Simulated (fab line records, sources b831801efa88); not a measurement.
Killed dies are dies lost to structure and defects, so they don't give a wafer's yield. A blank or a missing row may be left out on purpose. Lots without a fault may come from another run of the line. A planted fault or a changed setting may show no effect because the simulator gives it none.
Which tool did it? | flow sky130 | 12 lots, 36 wafers sampled, at 1 step of a route of 708

WHAT THE GAUGES READ, wafer by wafer
SKY_METAL1_CD_MEAS_15: target cd 140 nm.
lot  | measured     | on        | cd_nm (nm)
L075 | day 33 08:50 | cd_sem-02 | 141.7 140.8 138.6
L077 | day 33 20:09 | cd_sem-01 | 140.8 141.1 139.9
L079 | day 34 19:34 | cd_sem-01 | 141.5 141.7 140.2
L081 | day 35 00:59 | cd_sem-01 | 140.1 141.8 140.4
L083 | day 35 21:56 | cd_sem-01 | 139.4 139.1 139.8
L085 | day 36 08:00 | cd_sem-02 | 141.2 141.8 141.5
L087 | day 37 06:07 | cd_sem-02 | 137.9 138.7 138.0
L088 | day 38 06:43 | cd_sem-01 | 140.3 139.5 138.1
L091 | day 39 12:02 | cd_sem-02 | 136.5 135.7 135.8
L093 | day 39 12:56 | cd_sem-02 | 141.0 141.5 142.6
L094 | day 39 15:36 | cd_sem-01 | 139.1 138.7 137.9
L097 | day 40 15:14 | cd_sem-02 | 137.8 138.7 138.2

WHICH TOOL RAN EACH LOT (tool, then ch and the chambers of the sampled wafers, then the start)
The record holds no process step before these readings.

THE ANSWER, worked out from the rows above alone
Rule: what is usual is taken from the lots themselves. Put in order of their means at a reading, lots are off if they are a third of the lots or fewer, leave a main group of 4 or more, and stand apart from it by a gap of 3 or more times the standard deviation of the main group's means; of several such gaps the widest counts. A main group whose means are all the same, to the digits that the tables above print for the reading, isn't used. A lot without any number at a reading at which 4 lots or more have one is off too. The other lots that the step has rows for count as sound.
No lot is off at any reading shown: from this, nothing can be told.

WHAT THE SIMULATOR HAD PUT IN
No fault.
